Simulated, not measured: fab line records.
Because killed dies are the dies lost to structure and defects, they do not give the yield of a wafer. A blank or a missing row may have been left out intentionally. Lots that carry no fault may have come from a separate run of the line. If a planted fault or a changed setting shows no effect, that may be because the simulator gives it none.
fab line records	flow sky130
record lots=7	wafers=18	last_day=50
route steps=708 shown VIA2@510 PAD_OPEN@708
lots that met no fault: taken from a fault-free run of the same line
start_h: start of the lot's first displayed wafer, in hours after the record's first day	wait_h: time in hours since the lot's previous step	" same as the row above	L1.1+2: a single row standing in for several wafers	- value missing, or start not given	* or withheld: withheld	< > ~ a bound
route shown NAME@n: a module of which the file shows steps, and the number in the route of the first	usual: mean/standard deviation of fault-free wafers	same: alike in all rows	chamber/n: place in a boat	sites: the reading at each site	_std_site: standard deviation across them	_edge_site: outer sites' mean less inner sites'	radius_mm: for every site, how far away it sits from the centre of the wafer	mask NAME#n: copy n	behind: the last tool/chamber to shape the wafer	hold: the reason the lot was held/the length of the hold in hours/how it ended	device: whichever transistor did not switch (one of n, p or np)	end of line: at the end of the route, the tests of the same wafers	a step given without rows: its recipe and nothing more	killed: count of dies lost to structure and defects at first sort (not the wafer's yield)	map: a wafer's dies, marking killed ones x, the rest . and places with no die _
set.NAME: setting as actually run; set.NAME@STEP: the setting as run at that earlier step	model.NAME: the simulator's own value behind a step, which no gauge read
certain route steps with their lots: each step a table, each wafer a row
services: from which hour (start_h, from the record's first day; less than 0 if before it) a tool's chamber was out of use, for how many hours, and why
## steps
# step SKY_VIA2_BOW_MEAS_03
# recipe mode=bow
# usual VIA2_BOW=87/7.4
lot.wafer	tool	chamber	start_h	wait_h	VIA2_BOW[um]
L322.1	film_metro-01	-	831.59	0.2	83
L322.5	"	-	"	"	78
L322.6	"	-	"	"	83
L325.3	film_metro-02	-	855.02	0.3	83
L325.4	"	-	"	"	84
L327.3	film_metro-02	-	878.37	0.2	83
L327.5	"	-	"	"	84
L330.2	film_metro-01	-	901.59	0.2	89
L330.4	"	-	"	"	84
L336.1	film_metro-01	-	947.92	0.2	96
L336.4	"	-	"	"	92
L336.6	"	-	"	"	97
L339.1	film_metro-04	-	962.17	0.1	94
L339.2	"	-	"	"	92
L339.5	"	-	"	"	85
L340.1	film_metro-04	-	973.95	0.2	76
L340.3	"	-	"	"	81
L340.5	"	-	"	"	79
# step SKY_VIA2_DEHYDRATE_04
# recipe temp_c=200	time_s=60
# step SKY_VIA2_HMDS_05
# recipe prime_time_s=60	prime_temp_c=120
# step SKY_VIA2_COAT_06
# recipe resist=BARC	temp_c=withheld	time_s=withheld	spin_rpm=3000	resist_thk_nm=60
# step SKY_VIA2_COAT_07
# recipe resist=KrF-thick	spin_rpm=3000	resist_thk_nm=450
# step SKY_VIA2_SOFTBAKE_08
# recipe temp_c=100	time_s=90	resist=KrF-thick
# step SKY_VIA2_EXPOSE_09
# recipe mask_id=VIM2	na=0.8	source_shape=annular	sigma_inner=0.55	sigma_outer=0.85	target_cd_nm=200	dose_mj=38
# step SKY_VIA2_PEB_10
# recipe peb_temp_c=withheld	peb_time_s=withheld	resist=KrF-thick
# step SKY_VIA2_DEVELOP_11
# recipe develop_time_s=60	resist=KrF-thick	dev_temp_c=21
# step SKY_VIA2_CD_MEAS_12
# recipe target_cd_nm=200
# usual cd_nm=199.7/1.8
lot.wafer	tool	chamber	start_h	wait_h	cd_nm
L322.1	cd_sem-01	-	858.42	-	195.7
L322.5	"	-	"	"	196.5
L322.6	"	-	"	"	195.7
L325.3	cd_sem-02	-	882.30	-	201.9
L325.4	"	-	"	"	200.2
L327.3	cd_sem-01	-	904.76	-	197.0
L327.5	"	-	"	"	199.7
L330.2	cd_sem-01	-	927.73	-	200.0
L330.4	"	-	"	"	200.0
L336.1	cd_sem-02	-	972.97	-	199.5
L336.4	"	-	"	"	198.8
L336.6	"	-	"	"	198.9
L339.1	cd_sem-02	-	986.57	-	199.9
L339.2	"	-	"	"	199.5
L339.5	"	-	"	"	198.3
L340.1	cd_sem-02	-	998.33	-	199.2
L340.3	"	-	"	"	198.8
L340.5	"	-	"	"	199.3
# step SKY_VIA2_OVL_MEAS_13
# usual VIA2_OVL=-2/6.5
lot.wafer	tool	chamber	start_h	wait_h	VIA2_OVL[nm]
L322.1	overlay-01	-	858.54	0.1	7
L322.5	"	-	"	"	-3
L322.6	"	-	"	"	-3
L325.3	overlay-01	-	882.39	0.1	-14
L325.4	"	-	"	"	-11
L327.3	overlay-01	-	904.85	0.1	-1
L327.5	"	-	"	"	-4
L330.2	overlay-02	-	927.84	0.1	-1
L330.4	"	-	"	"	9
L336.1	overlay-02	-	973.09	0.1	-6
L336.4	"	-	"	"	1
L336.6	"	-	"	"	5
L339.1	overlay-02	-	986.69	0.1	-4
L339.2	"	-	"	"	3
L339.5	"	-	"	"	-3
L340.1	overlay-02	-	998.45	0.1	6
L340.3	"	-	"	"	-1
L340.5	"	-	"	"	10
# step SKY_VIA2_ETCH_14
# recipe chemistry=N2/H2	target=BARC	ion_energy_ev=200	source_w=500	bias_w=100	pressure_mtorr=30	n2_flow_sccm=100	h2_flow_sccm=200	stop_on=SiO2	time_s=45.9	target_depth_a=600
# usual drypump_motor_current_A=5.5/0.39	oes_product_au=0.855/0.005	run_length_s=74.2/0.38	throttle_valve_pct=13.226/0.0096
lot.wafer	tool	chamber	start_h	wait_h	drypump_motor_current_A	oes_product_au	rf_hours_counter_h	run_length_s	throttle_valve_pct
L322.1	rie_diel-01	2	858.58	0.0	5.8	0.861	18	74.2	13.219
L322.5	"	0	"	"	5.6	0.857	-	73.7	13.221
L322.6	"	3	"	"	5.4	0.854	-	73.5	13.234
L325.3	rie_diel-04	2	882.41	0.0	5.4	0.844	17	74.1	13.222
L325.4	"	3	"	"	5.3	0.864	7	74.2	13.208
L327.3	rie_diel-04	3	904.88	0.0	5.3	0.843	7	74.1	13.224
L327.5	"	1	"	"	4.9	0.861	-	74.4	13.225
L330.2	rie_diel-04	1	927.87	0.0	4.9	0.858	10	74.6	13.226
L330.4	"	2	"	"	5.4	0.847	18	74.6	13.232
L336.1	rie_diel-02	1	973.13	0.0	5.6	0.851	23	73.8	13.214
L336.4	"	1	"	"	5.6	0.856	-	73.6	13.226
L336.6	"	0	"	"	6.2	0.855	-	74.9	13.234
L339.1	rie_diel-04	3	986.73	0.0	5.3	0.859	9	74.2	13.212
L339.2	"	1	"	"	4.9	0.860	11	74.1	13.224
L339.5	"	2	"	"	5.4	0.854	-	74.5	13.218
L340.1	rie_diel-01	3	998.49	0.0	5.4	0.848	18	73.6	13.253
L340.3	"	1	"	"	4.7	0.849	11	74.6	13.227
L340.5	"	0	"	"	5.6	0.852	-	73.8	13.236
# step SKY_VIA2_ETCH_15
# recipe target=SiO2	chemistry=C4F8/O2/Ar	target_depth_nm=546	stop_on=TiN	mask_material=KrF-thick	source_w=1500	bias_w=1200	pressure_mtorr=40	c4f8_flow_sccm=withheld	O2_flow_sccm=6	Ar_flow_sccm=300	time_s=84
# usual oes_product_au=0.939/0.0048	run_length_s=112.3/0.41
lot.wafer	tool	chamber	start_h	wait_h	oes_product_au	rf_hours_counter_h	run_length_s	model.etch.depth_nm	model.VIA2.feature_depth_nm	model.KrF-thick_of_VIA2_COAT_07.thk_nm
L322.1	rie_diel-01	2	858.62	0.0	0.934	18	112.4	495.3	495.3	279.4
L322.5	"	0	"	"	0.931	-	112.3	495.5	495.5	283.7
L322.6	"	3	"	"	0.950	-	112.0	494.9	494.9	287.4
L325.3	rie_diel-04	2	882.46	0.0	1.012	17	87.6	385.7	385.7	314.2
L325.4	"	3	"	"	1.002	7	87.1	385.5	385.5	316.5
L327.3	rie_diel-04	3	904.92	0.0	0.997	7	87.7	381	381	316.8
L327.5	"	1	"	"	0.943	-	112.7	497.7	497.7	279.7
L330.2	rie_diel-04	1	927.91	0.0	0.945	10	112.3	494.7	494.7	283.9
L330.4	"	2	"	"	1.002	18	87.0	384.4	384.4	315.6
L336.1	rie_diel-02	1	973.17	0.0	0.932	23	111.5	495.7	495.7	282.5
L336.4	"	1	"	"	0.941	-	112.3	495	495	281.7
L336.6	"	0	"	"	0.936	-	112.8	493.3	493.3	281.7
L339.1	rie_diel-04	3	986.77	0.0	0.938	9	112.6	494.9	494.9	283.5
L339.2	"	1	"	"	0.939	12	112.5	495.1	495.1	283.6
L339.5	"	2	"	"	0.933	-	112.1	494.6	494.6	283.5
L340.1	rie_diel-01	3	998.53	0.0	0.940	18	112.0	495.5	495.5	289.8
L340.3	"	1	"	"	0.949	11	112.9	496.6	496.6	287.7
L340.5	"	0	"	"	0.939	-	111.9	494.8	494.8	284.3
# step SKY_VIA2_STRIP_16
# recipe chemistry=O2/N2	power_w=1400	pressure_mtorr=1500	platen_temp_c=withheld	o2_flow_sccm=3000	n2_flow_sccm=300	overash_fraction=0.5
# usual drypump_motor_current_A=5.19/0.17	oes_product_au=0.398/0.0041	strip_time_to_endpoint_s=4.043/0.028
lot.wafer	tool	chamber	start_h	wait_h	drypump_motor_current_A	oes_product_au	rf_hours_counter_h	strip_time_to_endpoint_s
L322.1	plasma_asher-03	1	858.68	0.0	5.19	0.397	40	4.007
L322.5	"	1	"	"	5.19	0.401	-	4.048
L322.6	"	0	"	"	5.42	0.396	-	4.076
L325.3	plasma_asher-02	0	882.55	0.1	5.05	0.410	-	4.352
L325.4	"	1	"	"	5.41	0.411	-	4.418
L327.3	plasma_asher-04	0	905.01	0.1	4.92	0.413	-	4.396
L327.5	"	0	"	"	4.94	0.387	-	4.026
L330.2	plasma_asher-02	1	927.97	0.0	5.39	0.392	109	4.050
L330.4	"	0	"	"	5.07	0.414	-	4.397
L336.1	plasma_asher-02	0	973.23	0.0	5.06	0.404	114	4.047
L336.4	"	0	"	"	5.10	0.393	-	4.037
L336.6	"	0	"	"	5.07	0.400	-	4.038
L339.1	plasma_asher-03	0	986.83	0.0	5.42	0.400	53	4.048
L339.2	"	1	"	"	5.18	0.396	53	4.070
L339.5	"	0	"	"	5.39	0.392	-	4.063
L340.1	plasma_asher-02	0	998.59	0.0	5.10	0.406	116	4.110
L340.3	"	0	"	"	5.07	0.399	-	4.093
L340.5	"	1	"	"	5.40	0.399	-	4.075
# step SKY_VIA2_STRIP_17
# recipe chemistry=post_etch_residue_remover	time_s=1200	temp_c=72.5
# step SKY_PAD_OPEN_PROBE_99
# usual defect_limited_yield=82.3/1.8	killed_at_M0_to_M3=43/6	killed_at_M4_up=3.2/1.9	killed_at_contacts=25/5.4	killed_at_front_end=15/4.5	killed_at_other=0.3/0.59	killed_dies=87/8.7	killed_on_rim=17/3.5	killed_open=47/6.7	killed_short=39/5.7	sort_bin_3_pad_short=0.9/0.43	sort_bin_5_function=10.4/1.4	sort_bin_6_memory=6.4/1.2	sort_n_pass=405/8.7	sort_yield_pct=82.3/1.8
# same gross_dies=492	killed_at_back_side=0	sort_bin_4_leakage[%]=0	sort_bin_8_speed[%]=0
lot.wafer	tool	chamber	start_h	wait_h	defect_limited_yield[%]	killed_at_M0_to_M3	killed_at_M4_up	killed_at_contacts	killed_at_front_end	killed_at_other	killed_dies	killed_on_rim	killed_open	killed_short	sort_bin_3_pad_short[%]	sort_bin_5_function[%]	sort_bin_6_memory[%]	sort_n_pass	sort_yield_pct[%]
L322.1	prober-02	-	1086.74	0.1	81.7	43	7	23	16	1	90	22	53	37	0.8	11.2	6.3	402	81.7
L322.5	prober-02	-	1086.94	0.2	81.1	43	4	28	18	0	93	18	49	44	0.6	11.2	7.1	399	81.1
L322.6	prober-02	-	1086.99	0.2	85.2	34	1	26	10	2	73	14	48	25	0.4	8.3	6.1	419	85.2
L325.3	prober-01	-	1106.37	0.2	0	441	3	35	13	0	492	96	59	43	1.2	92.1	6.7	0	0
L325.4	prober-01	-	1106.42	0.2	0	446	6	22	18	0	492	96	41	50	1.4	92.9	5.7	0	0
L327.3	prober-01	-	1120.74	0.2	0	465	3	15	9	0	492	96	34	38	0.8	93.5	5.7	0	0
L327.5	prober-01	-	1120.84	0.2	83.1	46	5	24	8	0	83	16	44	39	0.4	12.2	4.3	409	83.1
L330.2	prober-02	-	1140.11	0.1	85.2	34	2	21	16	0	73	12	37	35	0.4	8.7	5.7	419	85.2
L330.4	prober-02	-	1140.21	0.2	0	453	1	27	11	0	492	96	49	33	0.4	92.9	6.7	0	0
L336.1	prober-02	-	1176.09	0.1	83.3	47	3	15	17	0	82	15	48	34	1.6	8.9	6.1	410	83.3
L336.4	prober-02	-	1176.24	0.2	83.1	38	3	30	12	0	83	20	43	40	1.0	9.8	6.1	409	83.1
L336.6	prober-02	-	1176.34	0.2	82.5	36	4	32	12	2	86	13	48	36	0.6	10.2	6.7	406	82.5
L339.1	prober-01	-	1188.19	0.1	80.7	49	2	26	18	0	95	18	48	47	1.2	10.4	7.7	397	80.7
L339.2	prober-01	-	1188.24	0.1	78.5	58	5	18	25	0	106	20	56	50	1.2	14.0	6.3	386	78.5
L339.5	prober-01	-	1188.39	0.2	81.7	44	1	26	19	0	90	16	44	46	1.2	11.4	5.7	402	81.7
L340.1	prober-02	-	1193.98	0.1	82.7	45	2	22	16	0	85	14	40	43	1.6	10.6	5.1	407	82.7
L340.3	prober-02	-	1194.08	0.2	82.1	42	4	25	17	0	88	17	47	41	1.0	11.6	5.3	404	82.1
L340.5	prober-02	-	1194.18	0.2	82.5	42	1	34	9	0	86	18	45	41	1.0	11.2	5.3	406	82.5
# killed by level:class
L322.1 VIA1:geometric_particle:open=17 LI_CONTACT:geometric_particle:open=10 CONTACT:geometric_particle:open=7 METAL4:geometric_particle:short=6 METAL2:geometric_particle:short=6 POLY_GATE:geometric_particle:open=5 LI_CONTACT:geometric_particle:short=5 METAL1:geometric_particle:short=5
L322.5 LI_CONTACT:geometric_particle:open=11 VIA2:geometric_particle:open=9 CONTACT:geometric_particle:open=8 VIA1:geometric_particle:open=8 FIELD_ISO:geometric_particle:short=7 METAL1:geometric_particle:short=5 POLY_GATE:geometric_particle:short=4 LOCAL_INTERCONNECT:geometric_particle:short=4
L322.6 VIA1:geometric_particle:open=11 CONTACT:geometric_particle:open=9 LI_CONTACT:geometric_particle:open=8 VIA2:geometric_particle:short=5 VIA3:geometric_particle:open=5 LI_CONTACT:geometric_particle:short=4 VIA2:geometric_particle:open=4 FIELD_ISO:geometric_particle:open=3
L325.3 VIA2:area_etch=390 VIA1:geometric_particle:open=20 LI_CONTACT:geometric_particle:open=12 VIA3:geometric_particle:open=8 VIA1:geometric_particle:short=7 CONTACT:geometric_particle:short=6 CONTACT:geometric_particle:open=6 LI_CONTACT:geometric_particle:short=5
L325.4 VIA2:area_etch=401 VIA1:geometric_particle:open=10 VIA3:geometric_particle:open=9 FIELD_ISO:geometric_particle:short=8 METAL1:geometric_particle:short=8 LI_CONTACT:geometric_particle:open=7 CONTACT:geometric_particle:open=5 METAL2:geometric_particle:short=5
L327.3 VIA2:area_etch=420 VIA1:geometric_particle:open=11 METAL2:geometric_particle:short=8 CONTACT:geometric_particle:open=6 METAL1:geometric_particle:short=5 METAL3:geometric_particle:short=5 VIA1:geometric_particle:short=4 LI_CONTACT:geometric_particle:open=3
L327.5 VIA1:geometric_particle:open=10 VIA3:geometric_particle:open=9 LI_CONTACT:geometric_particle:open=8 CONTACT:geometric_particle:short=5 CONTACT:geometric_particle:open=5 METAL2:geometric_particle:short=5 POLY_GATE:geometric_particle:short=4 METAL1:geometric_particle:open=4
L330.2 VIA1:geometric_particle:open=7 VIA1:geometric_particle:short=7 CONTACT:geometric_particle:short=6 CONTACT:geometric_particle:open=6 FIELD_ISO:geometric_particle:open=5 VIA3:geometric_particle:short=5 LI_CONTACT:geometric_particle:short=4 VIA2:geometric_particle:open=4
L330.4 VIA2:area_etch=409 VIA1:geometric_particle:open=13 LI_CONTACT:geometric_particle:open=8 CONTACT:geometric_particle:open=8 METAL1:geometric_particle:short=7 VIA3:geometric_particle:open=7 VIA2:geometric_particle:open=6 FIELD_ISO:geometric_particle:short=5
L336.1 VIA1:geometric_particle:open=14 LI_CONTACT:geometric_particle:open=6 FIELD_ISO:geometric_particle:open=5 VIA2:geometric_particle:open=5 VIA3:geometric_particle:open=5 LOCAL_INTERCONNECT:geometric_particle:short=4 VIA2:geometric_particle:short=4 METAL1:geometric_particle:short=4
L336.4 CONTACT:geometric_particle:open=11 CONTACT:geometric_particle:short=10 VIA1:geometric_particle:open=10 LI_CONTACT:geometric_particle:open=6 FIELD_ISO:geometric_particle:short=5 VIA2:geometric_particle:short=5 VIA2:geometric_particle:open=5 METAL1:geometric_particle:short=4
L336.6 CONTACT:geometric_particle:open=15 VIA1:geometric_particle:open=9 POLY_GATE:geometric_particle:open=6 LI_CONTACT:geometric_particle:open=5 LOCAL_INTERCONNECT:geometric_particle:short=5 CONTACT:geometric_particle:short=5 VIA1:geometric_particle:short=5 VIA2:geometric_particle:open=5
L339.1 CONTACT:geometric_particle:open=15 VIA1:geometric_particle:open=11 FIELD_ISO:geometric_particle:short=8 LOCAL_INTERCONNECT:geometric_particle:short=6 METAL1:geometric_particle:short=6 VIA3:geometric_particle:open=6 METAL3:geometric_particle:short=6 VIA1:geometric_particle:short=5
L339.2 VIA1:geometric_particle:open=12 METAL1:geometric_particle:short=11 FIELD_ISO:geometric_particle:open=9 VIA1:geometric_particle:short=8 VIA3:geometric_particle:open=6 POLY_GATE:geometric_particle:short=5 POLY_GATE:geometric_particle:open=5 LI_CONTACT:geometric_particle:open=5
L339.5 VIA1:geometric_particle:open=12 CONTACT:geometric_particle:short=9 CONTACT:geometric_particle:open=7 VIA2:geometric_particle:open=7 VIA1:geometric_particle:short=7 POLY_GATE:geometric_particle:short=5 LI_CONTACT:geometric_particle:open=5 LOCAL_INTERCONNECT:geometric_particle:short=5
L340.1 VIA1:geometric_particle:open=13 VIA2:geometric_particle:open=8 LI_CONTACT:geometric_particle:open=7 POLY_GATE:geometric_particle:short=6 VIA1:geometric_particle:short=6 CONTACT:geometric_particle:short=5 CONTACT:geometric_particle:open=4 METAL1:geometric_particle:short=4
L340.3 VIA2:geometric_particle:open=9 CONTACT:geometric_particle:open=7 METAL1:geometric_particle:short=7 VIA1:geometric_particle:open=7 FIELD_ISO:geometric_particle:open=6 LI_CONTACT:geometric_particle:open=6 LOCAL_INTERCONNECT:geometric_particle:short=6 POLY_GATE:geometric_particle:short=4
L340.5 VIA1:geometric_particle:open=13 CONTACT:geometric_particle:open=13 VIA2:geometric_particle:open=6 LI_CONTACT:geometric_particle:short=6 CONTACT:geometric_particle:short=6 METAL1:geometric_particle:short=6 LI_CONTACT:geometric_particle:open=5 VIA2:geometric_particle:short=5
# map L325.3 (x killed, . not)
__________xxxxxxxxxx_________
________xxxxxxxxxxxxxx_______
______xxxxxxxxxxxxxxxxxx_____
_____xxxxxxxxxxxxxxxxxxxx____
____xxxxxxxxxxxxxxxxxxxxxx___
___xxxxxxxxxxxxxxxxxxxxxxxx__
__xxxxxxxxxxxxxxxxxxxxxxxxxx_
_xxxxxxxxxxxxxxxxxxxxxxxxxxxx
_xxxxxxxxxxxxxxxxxxxxxxxxxxxx
_xxxxxxxxxxxxxxxxxxxxxxxxxxxx
_xxxxxxxxxxxxxxxxxxxxxxxxxxxx
_xxxxxxxxxxxxxxxxxxxxxxxxxxxx
_xxxxxxxxxxxxxxxxxxxxxxxxxxxx
_xxxxxxxxxxxxxxxxxxxxxxxxxxxx
_xxxxxxxxxxxxxxxxxxxxxxxxxxxx
__xxxxxxxxxxxxxxxxxxxxxxxxxx_
___xxxxxxxxxxxxxxxxxxxxxxxx__
____xxxxxxxxxxxxxxxxxxxxxx___
_____xxxxxxxxxxxxxxxxxxxx____
______xxxxxxxxxxxxxxxxxx_____
________xxxxxxxxxxxxxx_______
__________xxxxxxxxxx_________
# map L327.3 (x killed, . not)
__________xxxxxxxxxx_________
________xxxxxxxxxxxxxx_______
______xxxxxxxxxxxxxxxxxx_____
_____xxxxxxxxxxxxxxxxxxxx____
____xxxxxxxxxxxxxxxxxxxxxx___
___xxxxxxxxxxxxxxxxxxxxxxxx__
__xxxxxxxxxxxxxxxxxxxxxxxxxx_
_xxxxxxxxxxxxxxxxxxxxxxxxxxxx
_xxxxxxxxxxxxxxxxxxxxxxxxxxxx
_xxxxxxxxxxxxxxxxxxxxxxxxxxxx
_xxxxxxxxxxxxxxxxxxxxxxxxxxxx
_xxxxxxxxxxxxxxxxxxxxxxxxxxxx
_xxxxxxxxxxxxxxxxxxxxxxxxxxxx
_xxxxxxxxxxxxxxxxxxxxxxxxxxxx
_xxxxxxxxxxxxxxxxxxxxxxxxxxxx
__xxxxxxxxxxxxxxxxxxxxxxxxxx_
___xxxxxxxxxxxxxxxxxxxxxxxx__
____xxxxxxxxxxxxxxxxxxxxxx___
_____xxxxxxxxxxxxxxxxxxxx____
______xxxxxxxxxxxxxxxxxx_____
________xxxxxxxxxxxxxx_______
__________xxxxxxxxxx_________
## services
tool	chamber	start_h	hours	kind
rie_diel-04	3	875.23	5.5	repair
rie_diel-02	0	882.10	8.4	repair
rie_diel-01	3	896.30	2.6	repair
plasma_asher-02	-	907.05	1.3	repair
rie_diel-04	1	967.04	4.1	repair
rie_diel-02	3	971.26	4.9	repair
rie_diel-04	-	971.53	2.8	pm
## key
first_sign step=SKY_VIA2_ETCH_15	reading=run_length_s	direction=down	sigmas=60	usual=*	struck=*
effect step=SKY_VIA2_ETCH_15	reading=oes_product_au	direction=up	sigmas=13	usual=0.939	struck=1.003
effect step=SKY_VIA2_STRIP_16	reading=strip_time_to_endpoint_s	direction=up	sigmas=13	usual=*	struck=*
effect step=SKY_PAD_OPEN_PROBE_99	reading=killed_at_M0_to_M3	direction=up	sigmas=68	usual=43	struck=451
model_effect step=SKY_VIA2_ETCH_15	value=etch.depth_nm	without=494.9	struck=384.2
more_kills_born_at SKY_VIA2_ETCH_15@rie_diel-04=1620
met_at SKY_VIA2_ETCH_15
struck_wafers L325.3,L325.4,L327.3,L330.4
later_rows_left_out L325.3,L325.4,L327.3,L330.4
fault kind=process_parameter_drift	tool=rie_diel-04	chamber=-	onset_h=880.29	steps=SKY_VIA2_ETCH_15	channel=time_s	offset=*	shape=step	end_h=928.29	scope=struck_wafers_only	acts_in=*	stated=*
# later_rows_left_out: the simulator's readings of these wafers behind a module that went badly wrong aren't trusted and aren't shown, but for the sort
